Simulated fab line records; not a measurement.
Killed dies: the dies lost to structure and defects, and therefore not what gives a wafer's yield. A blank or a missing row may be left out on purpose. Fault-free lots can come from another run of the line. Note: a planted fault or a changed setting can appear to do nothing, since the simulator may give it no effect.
fab line records	flow sky130
[record] lots = 15	wafers = 45	last_day = 50
route steps=708 shown POLY_CUT@315 RES_XHIGH@341 SD_N@351
lots with no fault: from the same line, run without faults
start_h: start of the lot's first displayed wafer, in hours after the record's first day	wait_h: hours since the lot's step before	" the same as in the row above	L1.1+2: one row covering several wafers at once	- value missing, or start not given	* or withheld: withheld	< > ~ a bound
route shown NAME@n: names a module that has steps shown in the file, with the first one's number in the route	usual: mean and standard deviation over wafers with no fault	same: alike in all rows	chamber/n: place in a boat	sites: readings site by site	_std_site: standard deviation across them	_edge_site: the outer-site mean with the inner-site mean subtracted	radius_mm: for every site, how far away it sits from the centre of the wafer	mask NAME#n: copy n	behind: the last tool/chamber to shape the wafer	hold: what put the lot on hold/how long, in hours/how the hold closed	device: the transistor (n, p or np) that didn't switch	end of line: the route-end tests of the same wafers	a step given without rows: its recipe and nothing more	killed: not the wafer's yield, but the dies lost to structure and defects at the first sort	map: a wafer's dies, marking killed ones x, the rest . and places with no die _
set.NAME: the setting that was run; set.NAME@STEP: the one run at that earlier step	model.NAME: the simulator's own value behind a step, which no gauge read
steps of the route over a sample of lots; a table a step, a row a wafer
services: a tool's chamber out of use, with start hour (start_h, from the record's first day; less than 0 if before it), hours out, and reason
[[steps]]
[step SKY_POLY_CUT_CD_MEAS_08]
[recipe] target_cd_nm = 270
[usual] cd_nm = 270.0/1
lot.wafer	tool	chamber	start_h	wait_h	cd_nm
L121.1	cd_sem-01	-	556.79	-	268.2
L121.5	"	-	"	"	270.0
L121.6	"	-	"	"	268.3
L123.3	cd_sem-02	-	580.93	-	270.1
L123.4	"	-	"	"	269.3
L123.6	"	-	"	"	268.6
L126.1	cd_sem-01	-	598.20	-	270.1
L126.3	"	-	"	"	269.6
L126.5	"	-	"	"	270.4
L125.1	cd_sem-01	-	598.55	-	269.4
L125.3	"	-	"	"	272.1
L125.6	"	-	"	"	270.1
L124.1	cd_sem-01	-	599.59	-	271.2
L124.4	"	-	"	"	269.5
L124.6	"	-	"	"	268.9
L127.3	cd_sem-02	-	604.13	-	270.4
L127.4	"	-	"	"	269.6
L127.5	"	-	"	"	270.0
L129.1	cd_sem-01	-	625.65	-	269.6
L129.2	"	-	"	"	270.4
L129.4	"	-	"	"	270.2
L134.2	cd_sem-01	-	666.20	-	269.0
L134.5	"	-	"	"	270.0
L134.6	"	-	"	"	269.3
L136.1	cd_sem-02	-	678.24	-	268.7
L136.2	"	-	"	"	269.3
L136.3	"	-	"	"	270.0
L137.3	cd_sem-01	-	693.59	-	272.5
L137.4	"	-	"	"	272.1
L137.5	"	-	"	"	271.3
L139.2	cd_sem-01	-	706.50	-	271.4
L139.4	"	-	"	"	272.0
L139.6	"	-	"	"	271.5
L140.2	cd_sem-01	-	717.40	-	271.6
L140.4	"	-	"	"	271.8
L140.6	"	-	"	"	271.2
L141.2	cd_sem-01	-	718.45	-	269.1
L141.3	"	-	"	"	270.2
L141.5	"	-	"	"	268.5
L142.1	cd_sem-01	-	720.70	-	270.3
L142.3	"	-	"	"	271.0
L142.4	"	-	"	"	270.4
L144.1	cd_sem-01	-	738.13	-	270.8
L144.2	"	-	"	"	269.8
L144.6	"	-	"	"	270.3
[step SKY_POLY_CUT_ETCH_10]
[recipe] chemistry = N2/H2	target = BARC	ion_energy_ev = 200	source_w = 500	bias_w = 100	pressure_mtorr = 30	n2_flow_sccm = 100	h2_flow_sccm = 200	stop_on = SiO2	time_s = 45.9	target_depth_a = 600
[usual] drypump_motor_current_A = 5.8/0.55	oes_product_au = 0.855/0.0049	throttle_valve_pct = 13.225/0.0096
lot.wafer	tool	chamber	start_h	wait_h	drypump_motor_current_A	oes_product_au	rf_hours_counter_h	throttle_valve_pct
L121.1	rie_diel-03	1	556.94	0.0	6.2	0.852	1	13.241
L121.5	"	2	"	"	6.4	0.858	-	13.232
L121.6	"	1	"	"	6.2	0.857	-	13.223
L123.3	rie_diel-04	0	581.04	0.0	5.7	0.862	56	13.223
L123.4	"	3	"	"	4.7	0.858	2	13.237
L123.6	"	0	"	"	5.7	0.854	-	13.218
L126.1	rie_diel-02	2	598.36	0.0	5.1	0.855	1	13.236
L126.3	"	3	"	"	5.6	0.862	14	13.217
L126.5	"	2	"	"	5.2	0.848	-	13.231
L125.1	rie_diel-03	3	598.71	0.0	5.9	0.855	0	13.236
L125.3	"	1	"	"	6.2	0.857	2	13.237
L125.6	"	1	"	"	6.2	0.851	-	13.241
L124.1	rie_diel-02	2	599.74	0.0	5.2	0.860	1	13.238
L124.4	"	1	"	"	5.2	0.856	33	13.217
L124.6	"	3	"	"	5.7	0.856	-	13.226
L127.3	rie_diel-04	2	604.24	0.0	6.3	0.860	6	13.241
L127.4	"	0	"	"	5.7	0.850	57	13.209
L127.5	"	0	"	"	5.7	0.841	-	13.232
L129.1	rie_diel-03	3	625.81	0.0	5.9	0.852	1	13.217
L129.2	"	2	"	"	6.4	0.854	8	13.244
L129.4	"	1	"	"	6.2	0.857	3	13.214
L134.2	rie_diel-04	1	666.33	0.0	6.3	0.847	8	13.219
L134.5	"	3	"	"	4.7	0.848	-	13.221
L134.6	"	0	"	"	5.7	0.853	-	13.223
L136.1	rie_diel-04	2	678.39	0.0	6.3	0.855	7	13.216
L136.2	"	0	"	"	5.7	0.855	59	13.214
L136.3	"	3	"	"	4.8	0.869	4	13.219
L137.3	rie_diel-04	3	693.71	0.0	4.8	0.853	5	13.224
L137.4	"	1	"	"	6.4	0.851	-	13.242
L137.5	"	2	"	"	6.3	0.850	-	13.213
L139.2	rie_diel-02	3	706.63	0.0	5.7	0.853	16	13.228
L139.4	"	2	"	"	5.1	0.850	3	13.236
L139.6	"	3	"	"	5.7	0.850	-	13.238
L140.2	rie_diel-04	2	717.53	0.0	6.3	0.856	8	13.240
L140.4	"	1	"	"	6.4	0.857	-	13.220
L140.6	"	2	"	"	6.3	0.850	-	13.226
L141.2	rie_diel-03	3	718.58	0.0	6.0	0.855	3	13.221
L141.3	"	0	"	"	5.3	0.858	18	13.223
L141.5	"	2	"	"	6.4	0.856	-	13.238
L142.1	rie_diel-02	0	720.86	0.0	6.3	0.852	6	13.223
L142.3	"	3	"	"	5.6	0.850	17	13.225
L142.4	"	2	"	"	5.2	0.860	3	13.217
L144.1	rie_diel-02	0	738.28	0.0	6.3	0.851	6	13.218
L144.2	"	3	"	"	5.6	0.858	17	13.242
L144.6	"	2	"	"	5.2	0.851	-	13.232
[step SKY_RES_XHIGH_TW_MEAS_09]
[usual] RES_XHIGH_TW = 1649/13
lot.wafer	tool	chamber	start_h	wait_h	RES_XHIGH_TW
L121.1	film_metro-04	-	615.18	0.1	1634
L121.5	"	-	"	"	1635
L121.6	"	-	"	"	1642
L123.3	film_metro-03	-	639.22	0.1	1656
L123.4	"	-	"	"	1666
L123.6	"	-	"	"	1663
L126.1	film_metro-04	-	655.48	0.1	1624
L126.3	"	-	"	"	1636
L126.5	"	-	"	"	1628
L125.1	film_metro-04	-	656.40	0.1	1623
L125.3	"	-	"	"	1624
L125.6	"	-	"	"	1624
L124.1	film_metro-04	-	657.28	0.1	1628
L124.4	"	-	"	"	1634
L124.6	"	-	"	"	1630
L127.3	film_metro-03	-	661.92	0.1	1657
L127.4	"	-	"	"	1650
L127.5	"	-	"	"	1655
L129.1	film_metro-03	-	682.80	0.1	1651
L129.2	"	-	"	"	1657
L129.4	"	-	"	"	1651
L134.2	film_metro-03	-	722.05	0.1	1666
L134.5	"	-	"	"	1666
L134.6	"	-	"	"	1658
L136.1	film_metro-03	-	734.15	0.1	1655
L136.2	"	-	"	"	1660
L136.3	"	-	"	"	1663
L137.3	film_metro-02	-	749.40	0.1	1639
L137.4	"	-	"	"	1654
L137.5	"	-	"	"	1643
L139.2	film_metro-03	-	761.96	0.1	1654
L139.4	"	-	"	"	1652
L139.6	"	-	"	"	1661
L140.2	film_metro-03	-	772.41	0.1	1660
L140.4	"	-	"	"	1665
L140.6	"	-	"	"	1666
L141.2	film_metro-02	-	773.45	0.1	1651
L141.3	"	-	"	"	1655
L141.5	"	-	"	"	1657
L142.1	film_metro-02	-	775.29	0.1	1646
L142.3	"	-	"	"	1652
L142.4	"	-	"	"	1650
L144.1	film_metro-03	-	791.34	0.1	1663
L144.2	"	-	"	"	1666
L144.6	"	-	"	"	1661
[step SKY_SD_N_IMPLANT_09]
[recipe] species = As	energy_kev = 50	dose_cm2 = 4e+15	tilt_deg = 0
[usual] beam_energy_keV = 50.002/0.015	beam_on_s = 19/3.1
lot.wafer	tool	chamber	start_h	wait_h	beam_energy_keV	beam_on_s
L121.1	implanter-04	0	644.03	0.0	49.974	18
L121.5	"	0	"	"	49.983	19
L121.6	"	0	"	"	49.998	19
L123.3	implanter-01	0	667.48	0.1	50.007	15
L123.4	"	0	"	"	50.016	15
L123.6	"	0	"	"	49.996	16
L126.1	implanter-01	0	682.93	0.0	50.003	15
L126.3	"	0	"	"	49.997	15
L126.5	"	0	"	"	50.019	15
L125.1	implanter-04	-	683.83	0.0	-	-
L125.3	"	-	"	"	-	-
L125.6	"	-	"	"	-	-
L124.1	implanter-01	-	685.03	0.0	-	-
L124.4	"	-	"	"	-	-
L124.6	"	-	"	"	-	-
L127.3	implanter-04	-	688.93	0.1	-	-
L127.4	"	-	"	"	-	-
L127.5	"	-	"	"	-	-
L129.1	implanter-04	0	710.93	0.0	50.013	19
L129.2	"	0	"	"	50.006	19
L129.4	"	0	"	"	49.999	19
L134.2	implanter-01	0	749.37	0.0	49.985	16
L134.5	"	0	"	"	50.023	15
L134.6	"	0	"	"	50.007	16
L136.1	implanter-03	0	761.04	0.0	49.976	22
L136.2	"	0	"	"	49.999	23
L136.3	"	0	"	"	49.995	22
L137.3	implanter-03	0	775.73	0.1	49.976	22
L137.4	"	0	"	"	49.982	23
L137.5	"	0	"	"	49.996	23
L139.2	implanter-01	0	789.40	0.0	49.979	16
L139.4	"	0	"	"	49.969	15
L139.6	"	0	"	"	49.986	15
L140.2	implanter-03	0	799.02	0.0	50.010	23
L140.4	"	0	"	"	50.003	23
L140.6	"	0	"	"	49.988	23
L141.2	implanter-01	0	800.01	0.0	49.997	16
L141.3	"	0	"	"	50.012	15
L141.5	"	0	"	"	50.007	15
L142.1	implanter-03	0	800.99	0.0	49.973	23
L142.3	"	0	"	"	49.968	23
L142.4	"	0	"	"	49.994	22
L144.1	implanter-03	0	817.13	0.0	49.995	23
L144.2	"	0	"	"	49.996	23
L144.6	"	0	"	"	50.008	22
[step SKY_SD_N_STRIP_11]
[recipe] chemistry = O2/N2	power_w = 1400	pressure_mtorr = 1500	platen_temp_c = withheld	o2_flow_sccm = 3000	n2_flow_sccm = 300	overash_fraction = 0.5
[usual] drypump_motor_current_A = 5.2/0.37	oes_product_au = 0.527/0.005	strip_time_to_endpoint_s = 22.55/0.042
[same] overash_fraction = 0.5
lot.wafer	tool	chamber	start_h	wait_h	drypump_motor_current_A	oes_product_au	rf_hours_counter_h	strip_time_to_endpoint_s
L121.1	plasma_asher-01	0	644.33	0.1	5.8	0.528	95	22.56
L121.5	"	1	"	"	5.7	0.534	-	22.53
L121.6	"	0	"	"	5.9	0.524	-	22.58
L123.3	plasma_asher-04	1	667.77	0.1	5.3	0.528	-	22.60
L123.4	"	0	"	"	5.4	0.528	-	22.58
L123.6	"	0	"	"	5.4	0.522	-	22.62
L126.1	plasma_asher-04	1	683.23	0.1	5.3	0.521	26	22.54
L126.3	"	0	"	"	5.4	0.537	-	22.54
L126.5	"	0	"	"	5.4	0.534	-	22.53
L125.1	plasma_asher-01	1	684.13	0.1	5.7	0.722	99	14.26
L125.3	"	0	"	"	5.9	0.713	-	14.23
L125.6	"	1	"	"	5.6	0.717	-	14.22
L124.1	plasma_asher-02	0	685.33	0.1	4.8	0.706	82	14.17
L124.4	"	1	"	"	4.8	0.717	-	14.19
L124.6	"	1	"	"	4.8	0.708	-	14.19
L127.3	plasma_asher-01	1	689.22	0.1	5.7	0.714	-	14.23
L127.4	"	0	"	"	5.9	0.714	-	14.23
L127.5	"	1	"	"	5.7	0.715	-	14.19
L129.1	plasma_asher-04	0	711.23	0.1	5.4	0.525	28	22.52
L129.2	"	1	"	"	5.3	0.533	28	22.58
L129.4	"	1	"	"	5.3	0.522	-	22.56
L134.2	plasma_asher-02	1	749.64	0.1	4.8	0.544	88	22.56
L134.5	"	1	"	"	4.9	0.537	-	22.59
L134.6	"	0	"	"	4.9	0.528	-	22.58
L136.1	plasma_asher-04	1	761.34	0.1	5.3	0.529	34	22.58
L136.2	"	0	"	"	5.4	0.529	34	22.55
L136.3	"	1	"	"	5.3	0.530	-	22.53
L137.3	plasma_asher-02	0	776.02	0.1	4.8	0.529	-	22.53
L137.4	"	1	"	"	4.8	0.529	-	22.56
L137.5	"	0	"	"	4.8	0.516	-	22.53
L139.2	plasma_asher-04	1	789.68	0.1	5.3	0.531	36	22.54
L139.4	"	0	"	"	5.4	0.523	-	22.54
L139.6	"	1	"	"	5.3	0.527	-	22.55
L140.2	plasma_asher-04	0	799.29	0.1	5.4	0.524	37	22.47
L140.4	"	0	"	"	5.4	0.534	-	22.48
L140.6	"	0	"	"	5.4	0.529	-	22.47
L141.2	plasma_asher-02	1	800.28	0.1	4.9	0.523	93	22.53
L141.3	"	0	"	"	4.9	0.529	-	22.62
L141.5	"	0	"	"	4.9	0.530	-	22.57
L142.1	plasma_asher-04	0	801.29	0.1	5.5	0.530	37	22.50
L142.3	"	1	"	"	5.3	0.528	-	22.50
L142.4	"	0	"	"	5.5	0.523	-	22.47
L144.1	plasma_asher-01	0	817.43	0.1	5.9	0.529	7	22.57
L144.2	"	1	"	"	5.7	0.524	7	22.56
L144.6	"	0	"	"	5.9	0.530	-	22.50
[step SKY_SD_N_TW_MEAS_12]
[usual] SD_N_TW = 3994/30
lot.wafer	tool	chamber	start_h	wait_h	SD_N_TW
L121.1	film_metro-04	-	644.43	0.1	3978
L121.5	"	-	"	"	4022
L121.6	"	-	"	"	3996
L123.3	film_metro-02	-	667.85	0.1	4000
L123.4	"	-	"	"	4018
L123.6	"	-	"	"	4017
L126.1	film_metro-04	-	683.33	0.1	3951
L126.3	"	-	"	"	3954
L126.5	"	-	"	"	3986
L125.1	film_metro-03	-	684.23	0.1	1393
L125.3	"	-	"	"	1400
L125.6	"	-	"	"	1401
L124.1	film_metro-03	-	685.43	0.1	1399
L124.4	"	-	"	"	1403
L124.6	"	-	"	"	1402
L127.3	film_metro-03	-	689.30	0.1	1401
L127.4	"	-	"	"	1401
L127.5	"	-	"	"	1395
L129.1	film_metro-04	-	711.33	0.1	3972
L129.2	"	-	"	"	3956
L129.4	"	-	"	"	3969
L134.2	film_metro-03	-	749.75	0.1	3987
L134.5	"	-	"	"	3999
L134.6	"	-	"	"	3995
L136.1	film_metro-03	-	761.44	0.1	4039
L136.2	"	-	"	"	4049
L136.3	"	-	"	"	4026
L137.3	film_metro-04	-	776.10	0.1	4000
L137.4	"	-	"	"	4003
L137.5	"	-	"	"	3977
L139.2	film_metro-02	-	789.79	0.1	3988
L139.4	"	-	"	"	3972
L139.6	"	-	"	"	3992
L140.2	film_metro-04	-	799.40	0.1	3975
L140.4	"	-	"	"	3947
L140.6	"	-	"	"	3969
L141.2	film_metro-03	-	800.39	0.1	4066
L141.3	"	-	"	"	4051
L141.5	"	-	"	"	4054
L142.1	film_metro-02	-	801.39	0.1	3985
L142.3	"	-	"	"	3987
L142.4	"	-	"	"	3995
L144.1	film_metro-04	-	817.53	0.1	3972
L144.2	"	-	"	"	3988
L144.6	"	-	"	"	3962
[step SKY_SD_N_RS_MEAS_16]
[recipe] thk_meas_gauge = four-point-probe
[usual] SD_N_RS = 68.51/0.16
lot.wafer	tool	chamber	start_h	wait_h	SD_N_RS[ohm/sq]
L121.1	film_metro-04	-	644.72	0.1	68.61
L121.5	"	-	"	"	68.62
L121.6	"	-	"	"	68.59
L123.3	film_metro-04	-	668.16	0.1	68.68
L123.4	"	-	"	"	68.68
L123.6	"	-	"	"	68.76
L126.1	film_metro-03	-	683.62	0.1	68.38
L126.3	"	-	"	"	68.58
L126.5	"	-	"	"	68.36
L125.1	film_metro-04	-	684.52	0.1	439.83
L125.3	"	-	"	"	439.54
L125.6	"	-	"	"	439.94
L124.1	film_metro-04	-	685.72	0.1	442.08
L124.4	"	-	"	"	440.54
L124.6	"	-	"	"	440.91
L127.3	film_metro-02	-	689.75	0.1	438.65
L127.4	"	-	"	"	437.43
L127.5	"	-	"	"	437.00
L129.1	film_metro-04	-	711.62	0.1	68.83
L129.2	"	-	"	"	68.79
L129.4	"	-	"	"	68.67
L134.2	film_metro-04	-	750.05	0.1	68.55
L134.5	"	-	"	"	68.44
L134.6	"	-	"	"	68.47
L136.1	film_metro-02	-	761.78	0.1	68.49
L136.2	"	-	"	"	68.39
L136.3	"	-	"	"	68.61
L137.3	film_metro-02	-	776.41	0.1	68.38
L137.4	"	-	"	"	68.23
L137.5	"	-	"	"	68.44
L139.2	film_metro-03	-	790.08	0.1	68.77
L139.4	"	-	"	"	68.52
L139.6	"	-	"	"	68.49
L140.2	film_metro-02	-	799.75	0.1	68.43
L140.4	"	-	"	"	68.48
L140.6	"	-	"	"	68.38
L141.2	film_metro-02	-	800.74	0.1	68.44
L141.3	"	-	"	"	68.35
L141.5	"	-	"	"	68.48
L142.1	film_metro-02	-	801.68	0.1	68.62
L142.3	"	-	"	"	68.48
L142.4	"	-	"	"	68.54
L144.1	film_metro-02	-	817.82	0.1	68.54
L144.2	"	-	"	"	68.59
L144.6	"	-	"	"	68.45
[[services]]
tool	chamber	start_h	hours	kind
rie_diel-04	2	537.87	7.9	repair
implanter-04	-	540.24	4.3	pm
rie_diel-02	-	544.42	2.8	pm
plasma_asher-02	-	551.04	1.3	repair
implanter-03	-	558.35	1.1	repair
rie_diel-02	-	563.73	0.2	repair
implanter-03	-	587.97	1.3	repair
plasma_asher-01	-	590.03	6.1	repair
rie_diel-02	2	601.78	4.5	repair
rie_diel-03	-	638.96	2.8	pm
rie_diel-03	-	648.55	0.9	repair
implanter-03	-	650.81	2.6	repair
rie_diel-03	1	656.19	3.2	repair
implanter-03	-	678.91	6.4	pm
rie_diel-04	0	687.19	18.0	repair
rie_diel-04	2	704.23	7.9	repair
implanter-01	-	724.44	2.2	repair
implanter-01	-	726.84	2.5	pm
implanter-01	-	729.90	2.3	repair
rie_diel-02	1	730.40	16.5	repair
rie_diel-04	-	758.72	1.2	repair
rie_diel-04	2	765.25	5.3	repair
rie_diel-04	-	775.12	0.5	repair
plasma_asher-04	-	791.74	1.2	repair
[[key]]
[first_sign] step = SKY_SD_N_IMPLANT_09	reading = tool_record	direction = missing
[effect] step = SKY_SD_N_STRIP_11	reading = strip_time_to_endpoint_s	direction = down	sigmas = 99+	usual = *	struck = *
[effect] step = SKY_SD_N_TW_MEAS_12	reading = SD_N_TW	direction = down	sigmas = 85	usual = 3994	struck = 1399
[effect] step = SKY_SD_N_RS_MEAS_16	reading = SD_N_RS	direction = up	sigmas = 99+	usual = 68.51	struck = 439.55
met_at SKY_SD_N_IMPLANT_09
struck_lots L124,L125,L127
later_rows_left_out L124.1,L124.4,L124.6,L125.1,L125.3,L125.6,L127.3,L127.4,L127.5
sort_left_out L124.1,L124.4,L124.6,L125.1,L125.3,L125.6,L127.3,L127.4,L127.5
tester_left_out L124,L125,L127
not_acting_at SKY_POLY_CUT_CD_MEAS_08,SKY_POLY_CUT_ETCH_10,SKY_RES_XHIGH_TW_MEAS_09
onset_between 682.93 683.83
[fault] kind = skipped_step_whole	tool = implanter-01,implanter-04	chamber = -	onset_h = 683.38	steps = SKY_SD_N_IMPLANT_09	scope = struck_lots_only
// tester_left_out: of these lots the tester's yield and bins aren't shown, on N5 and GAA mostly nor the transistor test; their killed dies are dies lost to structure and defects alone, not to doping, threshold or leakage, so they don't give the yield
// sort_left_out: the simulated sort isn't trusted on such a fault, so these wafers' sort isn't shown, and their yield isn't known
// later_rows_left_out: the simulator's readings of these wafers behind a module that went badly wrong aren't trusted and aren't shown, but for the sort
